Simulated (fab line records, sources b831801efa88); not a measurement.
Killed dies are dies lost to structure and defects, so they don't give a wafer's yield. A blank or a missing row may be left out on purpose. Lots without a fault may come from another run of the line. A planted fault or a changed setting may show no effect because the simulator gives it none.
fab line records | flow sky130
record lots=24 wafers=72 last_day=52
route steps=708 shown VT_ADJUST_LVTN@104 GATE_OXIDE@189 LI_CONTACT@377 LOCAL_INTERCONNECT@387 CONTACT@420
lots that met no fault: from a run of the same line without faults
start_h: hours from the record's first day to the start of the lot's first wafer shown | wait_h: hours since the lot's step before | " the same as in the row above | L1.1+2: a row that stands for several wafers | - no value, or no start given | * or withheld: withheld | < > ~ a bound
route shown NAME@n: a module of which the file shows steps, and the number in the route of the first | usual: mean/standard deviation of fault-free wafers | same: alike in all rows | chamber/n: place in a boat | sites: the reading at each site | _std_site: their standard deviation | _edge_site: outer sites' mean less inner sites' | radius_mm: how far each site lies from the wafer's centre | mask NAME#n: copy n | behind: the tool/chamber that last shaped the wafer | hold: why the lot was held/for how many hours/how that ended | device: the transistor (n, p or np) that didn't switch | end of line: the same wafers' tests at the end of the route | a step without rows: its recipe alone | killed: dies lost to structure and defects at the first sort, not the wafer's yield | map: a wafer's dies, x killed, . not, _ none there
set.NAME: the setting as run; set.NAME@STEP: as run at that earlier step | model.NAME: the simulator's own value behind a step, which no gauge read
steps of the route over a sample of lots; a table a step, a row a wafer
services: from which hour (start_h, from the record's first day; less than 0 if before it) a tool's chamber was out of use, for how many hours, and why
## steps
# step SKY_VT_ADJUST_LVTN_OVL_MEAS_07
# usual VT_ADJUST_LVTN_OVL=0.6/1.3
# columns lot.wafer tool chamber start_h wait_h VT_ADJUST_LVTN_OVL[nm]
L074.1 overlay-02 - 137.99 - 1.9
L074.4 " - " " 1.6
L074.5 " - " " -0.9
L075.2 overlay-02 - 144.00 - -1.5
L075.3 " - " " -1.2
L075.4 " - " " 0.1
L076.4 overlay-02 - 150.06 - 0.9
L076.5 " - " " 0.3
L076.6 " - " " -1.6
L077.3 overlay-02 - 159.41 - -0.1
L077.4 " - " " -1.0
L077.6 " - " " -1.1
L078.4 overlay-01 - 165.46 - -0.9
L078.5 " - " " -0.2
L078.6 " - " " -1.0
L079.1 overlay-02 - 170.65 - -0.5
L079.3 " - " " -1.1
L079.4 " - " " -1.4
L080.1 overlay-02 - 181.44 - -0.4
L080.2 " - " " 1.1
L080.5 " - " " 0.2
L081.1 overlay-01 - 188.90 - 1.1
L081.2 " - " " 1.1
L081.6 " - " " 0.3
L082.1 overlay-01 - 191.45 - 2.3
L082.2 " - " " 1.0
L082.5 " - " " 1.9
L083.1 overlay-02 - 200.40 - 1.9
L083.5 " - " " 0.0
L083.6 " - " " 0.0
L084.1 overlay-02 - 211.35 - 0.8
L084.3 " - " " -0.3
L084.5 " - " " 0.4
L085.1 overlay-02 - 214.74 - 0.3
L085.3 " - " " 0.9
L085.4 " - " " 0.9
L086.2 overlay-02 - 220.41 - 1.3
L086.3 " - " " 0.0
L086.4 " - " " 2.1
L087.4 overlay-01 - 230.26 - 0.9
L087.5 " - " " 0.1
L087.6 " - " " -0.9
L088.1 overlay-01 - 237.85 - 0.3
L088.2 " - " " -0.3
L088.5 " - " " -0.8
L089.1 overlay-02 - 241.79 - 1.0
L089.4 " - " " -0.4
L089.6 " - " " 0.2
L090.1 overlay-02 - 254.30 - 3.5
L090.2 " - " " 2.5
L090.6 " - " " 0.9
L091.1 overlay-02 - 262.24 - -0.5
L091.2 " - " " 1.6
L091.5 " - " " 1.6
L092.2 overlay-01 - 269.06 - 1.2
L092.4 " - " " 3.4
L092.5 " - " " 4.2
L093.1 overlay-02 - 272.24 - 0.9
L093.2 " - " " 1.1
L093.5 " - " " 2.8
L094.1 overlay-02 - 282.25 - 0.4
L094.4 " - " " 1.0
L094.5 " - " " 0.7
L095.2 overlay-01 - 291.40 - -0.8
L095.3 " - " " -0.6
L095.6 " - " " 0.7
L096.2 overlay-01 - 293.16 - 0.7
L096.3 " - " " 1.5
L096.6 " - " " 2.1
L097.1 overlay-01 - 300.79 - -0.7
L097.3 " - " " -0.9
L097.6 " - " " -0.2
# step SKY_GATE_OXIDE_THK_MEAS_02
# recipe reads=SiO2_of_GATE_OXIDE_OXIDATION_01
# usual GATE_OXIDE_OXIDATION_00_THK=10.16/0.16
# columns lot.wafer tool chamber start_h wait_h GATE_OXIDE_OXIDATION_00_THK[nm]
L074.1 film_metro-03 - 287.30 0.0 10.21
L074.4 " - " " 10.05
L074.5 " - " " 9.80
L075.2 film_metro-01 - 293.75 0.0 9.84
L075.3 " - " " 10.02
L075.4 " - " " 9.93
L076.4 film_metro-04 - 306.50 0.0 10.05
L076.5 " - " " 10.29
L076.6 " - " " 10.33
L077.3 film_metro-04 - 321.62 0.0 10.10
L077.4 " - " " 10.12
L077.6 " - " " 10.00
L078.4 film_metro-03 - 326.54 0.0 10.31
L078.5 " - " " 10.26
L078.6 " - " " 10.18
L079.1 film_metro-01 - 333.04 0.0 10.19
L079.3 " - " " 10.17
L079.4 " - " " 10.10
L080.1 film_metro-04 - 339.80 0.0 10.24
L080.2 " - " " 10.49
L080.5 " - " " 10.28
L081.1 film_metro-04 - 348.13 0.0 9.87
L081.2 " - " " 9.94
L081.6 " - " " 9.99
L082.1 film_metro-04 - 353.79 0.0 9.92
L082.2 " - " " 9.95
L082.5 " - " " 9.99
L083.1 film_metro-04 - 364.84 0.0 10.27
L083.5 " - " " 10.36
L083.6 " - " " 10.21
L084.1 film_metro-04 - 379.34 0.0 10.14
L084.3 " - " " 9.98
L084.5 " - " " 9.99
L085.1 film_metro-03 - 383.43 0.0 10.25
L085.3 " - " " 10.21
L085.4 " - " " 10.13
L086.2 film_metro-04 - 389.32 0.0 10.26
L086.3 " - " " 10.28
L086.4 " - " " 10.35
L087.4 film_metro-03 - 401.16 0.0 10.35
L087.5 " - " " 10.15
L087.6 " - " " 10.23
L088.1 film_metro-03 - 409.31 0.0 10.05
L088.2 " - " " 10.00
L088.5 " - " " 10.09
L089.1 film_metro-01 - 415.78 0.0 10.15
L089.4 " - " " 10.24
L089.6 " - " " 9.99
L090.1 film_metro-04 - 428.49 0.0 10.49
L090.2 " - " " 10.19
L090.6 " - " " 10.49
L091.1 film_metro-04 - 440.68 0.0 10.03
L091.2 " - " " 10.13
L091.5 " - " " 9.93
L093.1 film_metro-01 - 454.47 0.0 10.23
L093.2 " - " " 10.18
L093.5 " - " " 10.30
L092.2 film_metro-03 - 454.48 0.0 10.34
L092.4 " - " " 10.23
L092.5 " - " " 10.21
L094.1 film_metro-04 - 466.59 0.0 10.27
L094.4 " - " " 10.30
L094.5 " - " " 10.37
L095.2 film_metro-01 - 477.61 0.0 10.22
L095.3 " - " " 10.15
L095.6 " - " " 10.05
L096.2 film_metro-01 - 479.79 0.0 10.24
L096.3 " - " " 10.39
L096.6 " - " " 10.17
L097.1 film_metro-04 - 491.32 0.0 10.02
L097.3 " - " " 10.05
L097.6 " - " " 9.96
# step SKY_LI_CONTACT_ETCH_15
# recipe target=PSG chemistry=C4F8/O2/Ar stop_on=Si taper_deg=4.15 mask_material=KrF-thick source_w=1500 bias_w=1200 pressure_mtorr=40 c4f8_flow_sccm=withheld O2_flow_sccm=6 Ar_flow_sccm=300 time_s=withheld target_depth_a=6000
# usual chamber_pressure_mTorr=40.00/0.037 oes_product_au=0.837/0.0046
# columns lot.wafer tool chamber start_h wait_h chamber_pressure_mTorr oes_product_au
L074.1 rie_diel-04 2 696.45 0.0 39.99 0.826
L074.4 " 1 " " 40.00 0.838
L074.5 " 2 " " 39.94 0.842
L075.2 rie_diel-02 1 701.30 0.0 39.99 0.834
L075.3 " 0 " " 40.03 0.839
L075.4 " 3 " " 40.04 0.831
L076.4 rie_diel-04 2 716.79 0.0 40.00 0.832
L076.5 " 3 " " 40.02 0.840
L076.6 " 1 " " 40.01 0.842
L077.3 rie_diel-02 2 733.04 0.0 39.96 0.834
L077.4 " 3 " " 40.05 0.832
L077.6 " 3 " " 40.00 0.841
L078.4 rie_diel-02 1 741.05 0.0 40.00 0.836
L078.5 " 1 " " 39.98 0.839
L078.6 " 0 " " 40.04 0.837
L079.1 rie_diel-04 0 745.29 0.0 40.00 0.842
L079.3 " 3 " " 40.04 0.835
L079.4 " 1 " " 40.01 0.836
L080.1 rie_diel-01 2 752.99 0.0 39.97 0.843
L080.2 " 1 " " 39.95 0.834
L080.5 " 1 " " 40.04 0.829
L081.1 rie_diel-02 0 760.54 0.0 39.93 0.840
L081.2 " 3 " " 40.00 0.840
L081.6 " 3 " " 39.95 0.837
L082.1 rie_diel-01 0 767.24 0.0 39.94 0.831
L082.2 " 1 " " 39.96 0.839
L082.5 " 2 " " 40.08 0.842
L083.1 rie_diel-02 0 776.94 0.0 40.01 0.842
L083.5 " 0 " " 39.99 0.842
L083.6 " 1 " " 39.94 0.843
L084.1 rie_diel-04 0 785.59 0.0 40.06 0.841
L084.3 " 1 " " 40.02 0.843
L084.5 " 0 " " 39.99 0.828
L085.1 rie_diel-02 2 799.09 0.0 39.98 0.842
L085.3 " 1 " " 39.99 0.841
L085.4 " 0 " " 39.99 0.836
L086.2 rie_diel-04 2 800.55 0.0 39.99 0.830
L086.3 " 0 " " 39.99 0.837
L086.4 " 1 " " 39.96 0.845
L087.4 rie_diel-01 0 811.24 0.0 39.94 0.841
L087.5 " 1 " " 39.94 0.835
L087.6 " 0 " " 39.97 0.841
L088.1 rie_diel-02 3 816.95 0.0 40.04 0.837
L088.2 " 2 " " 40.02 0.839
L088.5 " 0 " " 40.04 0.842
L089.1 rie_diel-01 0 822.84 0.0 39.95 0.833
L089.4 " 1 " " 40.08 0.829
L089.6 " 3 " " 40.00 0.842
L090.1 rie_diel-01 3 834.79 0.0 39.99 0.838
L090.2 " 1 " " 40.01 0.837
L090.6 " 0 " " 40.00 0.832
L091.1 rie_diel-04 1 849.19 0.0 40.01 0.832
L091.2 " 0 " " 40.03 0.836
L091.5 " 2 " " 39.99 0.828
L093.1 rie_diel-01 2 859.10 0.0 39.94 0.835
L093.2 " 1 " " 39.95 0.831
L093.5 " 1 " " 39.94 0.841
L092.2 rie_diel-01 3 860.25 0.0 39.95 0.842
L092.4 " 1 " " 39.99 0.837
L092.5 " 0 " " 39.98 0.830
L094.1 rie_diel-01 0 866.49 0.0 40.03 0.840
L094.4 " 3 " " 39.96 0.832
L094.5 " 1 " " 40.00 0.845
L095.2 rie_diel-01 0 876.19 0.0 40.00 0.833
L095.3 " 2 " " 40.02 0.836
L095.6 " 1 " " 39.99 0.834
L096.2 rie_diel-01 1 881.75 0.0 40.03 0.850
L096.3 " 3 " " 39.99 0.839
L096.6 " 2 " " 40.05 0.840
L097.1 rie_diel-04 1 888.85 0.0 40.02 0.830
L097.3 " 3 " " 40.06 0.837
L097.6 " 2 " " 40.07 0.844
# step SKY_LOCAL_INTERCONNECT_SPUTTER_00
# recipe material=TiN target_thk_nm=100 temp_c=300 power_w=6500 time_s=83.3 chamber_pressure_pa=0.4
# usual throttle_valve_pct=30.2/0.98
# same time_s=83.3
# columns lot.wafer tool chamber start_h wait_h throttle_valve_pct
L074.1 pvd_sputter-04 - 697.57 0.1 29.6
L074.4 " - " " 29.7
L074.5 " - " " 30.3
L075.2 pvd_sputter-03 - 702.42 0.2 30.2
L075.3 " - " " 30.7
L075.4 " - " " 31.0
L076.4 pvd_sputter-04 - 717.90 0.2 30.3
L076.5 " - " " 29.8
L076.6 " - " " 30.5
L077.3 pvd_sputter-04 - 734.16 0.1 29.5
L077.4 " - " " 31.3
L077.6 " - " " 29.5
L078.4 pvd_sputter-03 - 742.17 0.1 30.8
L078.5 " - " " 29.9
L078.6 " - " " 30.8
L079.1 pvd_sputter-02 - 746.51 0.1 30.8
L079.3 " - " " 29.5
L079.4 " - " " 32.2
L080.1 pvd_sputter-04 - 754.11 0.1 29.7
L080.2 " - " " 31.1
L080.5 " - " " 30.6
L081.1 pvd_sputter-03 - 761.66 0.2 27.8
L081.2 " - " " 30.2
L081.6 " - " " 29.9
L082.1 pvd_sputter-04 - 768.38 0.1 31.5
L082.2 " - " " 30.5
L082.5 " - " " 31.3
L083.1 pvd_sputter-02 - 779.58 0.2 32.2
L083.5 " - " " 29.2
L083.6 " - " " 31.2
L084.1 pvd_sputter-04 - 786.71 0.1 30.5
L084.3 " - " " 29.3
L084.5 " - " " 29.6
L085.1 pvd_sputter-04 - 800.21 0.2 29.6
L085.3 " - " " 31.6
L085.4 " - " " 30.2
L086.2 pvd_sputter-04 - 801.69 0.2 29.5
L086.3 " - " " 30.3
L086.4 " - " " 31.1
L087.4 pvd_sputter-02 - 812.38 0.2 30.7
L087.5 " - " " 29.6
L087.6 " - " " 30.7
L088.1 pvd_sputter-04 - 818.09 0.1 29.3
L088.2 " - " " 31.3
L088.5 " - " " 29.6
L089.1 pvd_sputter-04 - 823.96 0.2 30.4
L089.4 " - " " 31.3
L089.6 " - " " 29.8
L090.1 pvd_sputter-03 - 835.93 0.1 30.1
L090.2 " - " " 30.8
L090.6 " - " " 30.0
L091.1 pvd_sputter-04 - 850.31 0.2 30.3
L091.2 " - " " 29.5
L091.5 " - " " 29.2
L093.1 pvd_sputter-03 - 860.54 0.1 31.0
L093.2 " - " " 27.8
L093.5 " - " " 30.8
L092.2 pvd_sputter-03 - 861.44 0.2 30.7
L092.4 " - " " 30.1
L092.5 " - " " 30.8
L094.1 pvd_sputter-04 - 867.74 0.1 31.3
L094.4 " - " " 30.7
L094.5 " - " " 30.6
L095.2 pvd_sputter-03 - 877.46 0.2 27.5
L095.3 " - " " 30.0
L095.6 " - " " 30.8
L096.2 pvd_sputter-03 - 883.03 0.1 30.8
L096.3 " - " " 27.7
L096.6 " - " " 30.8
L097.1 pvd_sputter-03 - 889.99 0.1 30.6
L097.3 " - " " 27.7
L097.6 " - " " 30.6
# step SKY_LOCAL_INTERCONNECT_CD_MEAS_11
# recipe target_cd_nm=170
# usual cd_nm=169.8/1.5
# columns lot.wafer tool chamber start_h wait_h cd_nm
L074.1 cd_sem-01 - 726.19 - 167.7
L074.4 " - " " 170.5
L074.5 " - " " 169.9
L075.2 cd_sem-01 - 731.21 - 167.8
L075.3 " - " " 168.3
L075.4 " - " " 167.6
L076.4 cd_sem-01 - 746.80 - 168.4
L076.5 " - " " 169.3
L076.6 " - " " 169.2
L077.3 cd_sem-02 - 763.23 - 168.7
L077.4 " - " " 168.0
L077.6 " - " " 167.2
L078.4 cd_sem-02 - 770.95 - 170.9
L078.5 " - " " 172.2
L078.6 " - " " 170.9
L079.1 cd_sem-01 - 775.99 - 171.1
L079.3 " - " " 170.3
L079.4 " - " " 171.9
L080.1 cd_sem-02 - 782.59 - 170.9
L080.2 " - " " 168.8
L080.5 " - " " 168.9
L081.1 cd_sem-02 - 790.34 - 169.8
L081.2 " - " " 171.6
L081.6 " - " " 170.0
L082.1 cd_sem-02 - 795.94 - 169.6
L082.2 " - " " 169.3
L082.5 " - " " 169.4
L083.1 cd_sem-02 - 808.74 - 166.7
L083.5 " - " " 167.9
L083.6 " - " " 167.6
L084.1 cd_sem-02 - 815.34 - 167.7
L084.3 " - " " 168.6
L084.5 " - " " 168.4
L085.1 cd_sem-01 - 828.94 - 171.5
L085.3 " - " " 171.6
L085.4 " - " " 172.5
L086.2 cd_sem-02 - 830.11 - 171.5
L086.3 " - " " 170.6
L086.4 " - " " 170.9
L087.4 cd_sem-02 - 841.80 - 170.1
L087.5 " - " " 171.1
L087.6 " - " " 170.5
L088.1 cd_sem-02 - 847.54 - 168.3
L088.2 " - " " 168.8
L088.5 " - " " 172.1
L089.1 cd_sem-01 - 852.49 - 170.7
L089.4 " - " " 169.9
L089.6 " - " " 169.8
L090.1 cd_sem-02 - 865.54 - 171.6
L090.2 " - " " 171.8
L090.6 " - " " 171.4
L091.1 cd_sem-02 - 879.89 - 168.0
L091.2 " - " " 169.4
L091.5 " - " " 168.7
L093.1 cd_sem-01 - 889.29 - 168.9
L093.2 " - " " 172.4
L093.5 " - " " 170.2
L092.2 cd_sem-01 - 890.66 - 169.7
L092.4 " - " " 170.0
L092.5 " - " " 169.7
L094.1 cd_sem-02 - 896.44 - 169.6
L094.4 " - " " 169.3
L094.5 " - " " 168.8
L095.2 cd_sem-02 - 906.61 - 167.4
L095.3 " - " " 167.7
L095.6 " - " " 168.9
L096.2 cd_sem-01 - 912.21 - 168.5
L096.3 " - " " 170.6
L096.6 " - " " 168.9
L097.1 cd_sem-01 - 919.09 - 168.6
L097.3 " - " " 169.4
L097.6 " - " " 170.5
# step SKY_CONTACT_CD_MEAS_14
# recipe target_cd_nm=170
# usual cd_nm=170.2/1.6
# columns lot.wafer tool chamber start_h wait_h cd_nm
L074.1 cd_sem-01 - 756.24 - 169.9
L074.4 " - " " 169.1
L074.5 " - " " 169.9
L075.2 cd_sem-01 - 761.31 - 168.2
L075.3 " - " " 169.0
L075.4 " - " " 167.6
L076.4 cd_sem-01 - 778.05 - 171.3
L076.5 " - " " 172.8
L076.6 " - " " 171.8
L077.3 cd_sem-02 - 793.25 - 170.4
L077.4 " - " " 170.8
L077.6 " - " " 171.0
L078.4 cd_sem-01 - 800.25 - 174.5
L078.5 " - " " 173.8
L078.6 " - " " 174.8
L079.1 cd_sem-02 - 806.59 - 169.6
L079.3 " - " " 170.0
L079.4 " - " " 169.7
L080.1 cd_sem-01 - 813.14 - 172.9
L080.2 " - " " 171.9
L080.5 " - " " 172.5
L081.1 cd_sem-02 - 820.39 - 171.1
L081.2 " - " " 171.1
L081.6 " - " " 170.6
L082.1 cd_sem-02 - 826.09 - 168.7
L082.2 " - " " 168.9
L082.5 " - " " 169.0
L083.1 cd_sem-02 - 839.00 - 168.8
L083.5 " - " " 168.1
L083.6 " - " " 169.5
L084.1 cd_sem-02 - 845.60 - 169.2
L084.3 " - " " 168.2
L084.5 " - " " 169.1
L085.1 cd_sem-02 - 859.29 - 168.5
L085.3 " - " " 168.3
L085.4 " - " " 167.5
L086.2 cd_sem-01 - 860.54 - 169.8
L086.3 " - " " 169.0
L086.4 " - " " 169.7
L087.4 cd_sem-02 - 872.11 - 169.4
L087.5 " - " " 169.3
L087.6 " - " " 169.0
L088.1 cd_sem-02 - 877.84 - 167.4
L088.2 " - " " 169.5
L088.5 " - " " 168.7
L089.1 cd_sem-02 - 882.79 - 171.3
L089.4 " - " " 171.6
L089.6 " - " " 172.5
L090.1 cd_sem-01 - 896.04 - 169.8
L090.2 " - " " 169.9
L090.6 " - " " 169.9
L091.1 cd_sem-02 - 910.35 - 168.5
L091.2 " - " " 169.5
L091.5 " - " " 170.1
L093.1 cd_sem-02 - 919.69 - 171.9
L093.2 " - " " 171.1
L093.5 " - " " 171.5
L092.2 cd_sem-02 - 921.41 - 169.0
L092.4 " - " " 169.3
L092.5 " - " " 169.0
L094.1 cd_sem-02 - 927.04 - 170.7
L094.4 " - " " 170.7
L094.5 " - " " 171.4
L095.2 cd_sem-01 - 936.51 - 170.2
L095.3 " - " " 171.2
L095.6 " - " " 170.0
L096.2 cd_sem-02 - 942.31 - 170.5
L096.3 " - " " 170.8
L096.6 " - " " 171.1
L097.1 cd_sem-02 - 949.09 - 169.3
L097.3 " - " " 169.5
L097.6 " - " " 171.1
## services
# columns tool chamber start_h hours kind
rie_diel-04 0 711.09 7.2 repair
pvd_sputter-03 0 713.59 - consumable_replace:kit
pvd_sputter-03 0 713.59 18.0 scheduled_down
pvd_sputter-03 0 713.59 18.0 vent_cycle
rie_diel-01 3 739.53 1.5 repair
rie_diel-04 - 782.31 2.8 pm
rie_diel-01 3 783.16 2.7 repair
rie_diel-04 0 797.61 2.8 repair
pvd_sputter-03 - 800.62 10.2 repair
rie_diel-01 2 802.46 3.3 repair
pvd_sputter-04 1 811.62 - consumable_replace:kit
pvd_sputter-04 1 811.62 18.0 scheduled_down
pvd_sputter-04 1 811.62 18.0 vent_cycle
rie_diel-02 - 832.54 14.6 pm
pvd_sputter-02 - 837.30 2.5 repair
rie_diel-01 - 849.99 2.8 repair
pvd_sputter-04 - 857.28 1.5 repair
rie_diel-02 - 859.71 0.4 repair
rie_diel-04 0 871.89 8.4 repair
pvd_sputter-03 3 878.59 - consumable_replace:kit
pvd_sputter-03 3 878.59 18.0 scheduled_down
pvd_sputter-03 3 878.59 18.0 vent_cycle
pvd_sputter-04 - 888.79 5.0 repair
rie_diel-04 2 889.66 3.1 repair
## key
fault none
